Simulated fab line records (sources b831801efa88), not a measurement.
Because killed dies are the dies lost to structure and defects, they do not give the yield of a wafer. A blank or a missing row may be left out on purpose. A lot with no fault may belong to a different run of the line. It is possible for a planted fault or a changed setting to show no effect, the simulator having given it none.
Comparing a struck lot with a sound one || flow sky130 || 21 steps out of a route of 708
Sound: wafers L249.2, L249.3, L249.4. Wafers struck: L258.1, L258.3, L258.5. At the end, the cause is stated.
Order at every step that has rows: each side's tool, ch and its chambers, its first start. Under that, the readings that differ: sound wafers || struck wafers || difference of the means || sigmas: that difference in standard deviations of wafers without a fault.
alike: readings with means less than 2 such deviations apart, plus words and numbers identical on both sides. not compared: withheld readings, readings lacking a value on some wafer, bounds such as >300 that could conceal the same value, and numbers that have no deviation in the record and whose values overlap.
A row with sigmas, a row that says differs or no value, or rows on one side alone: a step with any of these is where the two part. Numbers that have no deviation but don't overlap get no sigmas and don't part them. A reading missing from all wafers of one side parts the sides only when that side holds two or more wafers.

SKY_PASSIVATION_THK_MEAS_03:
  sound: filmMetro-02 at day 45 04:14; struck: filmMetro-03 at day 47 05:21
  alike: PASSIVATION_CVD_02_THK
then, 7 steps without rows for these wafers: SKY_PASSIVATION_DEHYDRATE_04 (time 60 s); SKY_PASSIVATION_HMDS_05 (prime time 60 s); SKY_PASSIVATION_COAT_06 (resist thk 3000 nm); SKY_PASSIVATION_SOFTBAKE_07; SKY_PASSIVATION_EXPOSE_08 (exposes mask NSM, target cd 3000 nm); SKY_PASSIVATION_PEB_09; SKY_PASSIVATION_DEVELOP_10 (develop time 60 s).
SKY_PASSIVATION_ETCH_11: etches the open film in CF4/O2, stops on AlCu, target depth 725 nm, time 161.1 s.
  sound on rieDiel-04 ch 0,1,3, day 46 02:25; struck on rieDiel-02 ch 0,1, day 48 00:07
  alike: drypumpMotorCurrentA, oesProductAu, throttleValvePct
  not compared: rfHoursCounterH
SKY_PASSIVATION_STRIP_12: strips in O2/N2.
  sound on plasmaAsher-03 ch 0,1, day 46 02:31; struck on plasmaAsher-01 ch 0,1, day 48 00:13
{"reading": "drypumpMotorCurrentA (A)", "sound": "6.1 5.3 6.1", "struck": "5.0 5.1 5.1", "difference": -0.8, "sigmas": -2}
  alike: oesProductAu, stripTimeToEndpointS
  not compared: rfHoursCounterH
then, 2 steps without rows for these wafers: SKY_PAD_OPEN_DEHYDRATE_00 (time 60 s); SKY_PAD_OPEN_HMDS_01 (prime time 60 s).
SKY_PAD_OPEN_COAT_02: resist thk 3000 nm.
  sound on lithoTrack-02 ch 0, day 46 12:53; struck on lithoTrack-04 ch 0, day 48 09:28
{"reading": "spinSpeedRpm (rpm)", "sound": "2000.8 1998.3 1996.5", "struck": "2046.2 2043.6 2047.6", "difference": "+47.3", "sigmas": "+32"}
{"reading": "model.coat_of_PAD_OPEN_COAT_02.thkNm (nm)", "sound": "2992 2999 2995", "struck": "2943 2953 2944", "difference": -49, "sigmas": ""}
then, 3 steps without rows for these wafers: SKY_PAD_OPEN_SOFTBAKE_03; SKY_PAD_OPEN_EXPOSE_04 (exposes mask PDM, target cd 60000 nm); SKY_PAD_OPEN_PEB_05.
SKY_PAD_OPEN_DEVELOP_06: develop time 60 s.
  sound on lithoTrack-02 ch 0; struck on lithoTrack-04 ch 0
{"reading": "model.coat_of_PAD_OPEN_COAT_02.thkNm (nm)", "sound": "2991 2998 2994", "struck": "2942 2952 2943", "difference": -49, "sigmas": ""}
SKY_PAD_OPEN_ETCH_07: etches the open film in CF4/O2, stops on AlCu, target depth 725 nm, time 161.1 s.
  sound on rieDiel-03 ch 1,2,3, day 46 22:55; struck on rieDiel-04 ch 0,1, day 48 18:52
  alike: drypumpMotorCurrentA, oesProductAu, throttleValvePct
  not compared: rfHoursCounterH
SKY_PAD_OPEN_STRIP_08: strips in O2/N2.
  sound on plasmaAsher-01 ch 0,1, day 46 23:01; struck on plasmaAsher-01 ch 0,1, day 48 18:58
{"reading": "stripTimeToEndpointS (s)", "sound": "36.95 37.05 37.01", "struck": "36.41 36.51 36.43", "difference": -0.55, "sigmas": -5}
  alike: drypumpMotorCurrentA, oesProductAu
  not compared: rfHoursCounterH
then, 1 step without rows for these wafers: SKY_PAD_OPEN_STRIP_09 (strips in post etch residue remover, time 1200 s).
SKY_PAD_OPEN_PROBE_99:
  sound wafers here have rows in the record (prober-02, day 47 01:17); struck ones have none

WHERE THEY PART
Earliest at SKY_PASSIVATION_STRIP_12; latest, in this record, at SKY_PAD_OPEN_PROBE_99.

WHY: what the simulator had put in
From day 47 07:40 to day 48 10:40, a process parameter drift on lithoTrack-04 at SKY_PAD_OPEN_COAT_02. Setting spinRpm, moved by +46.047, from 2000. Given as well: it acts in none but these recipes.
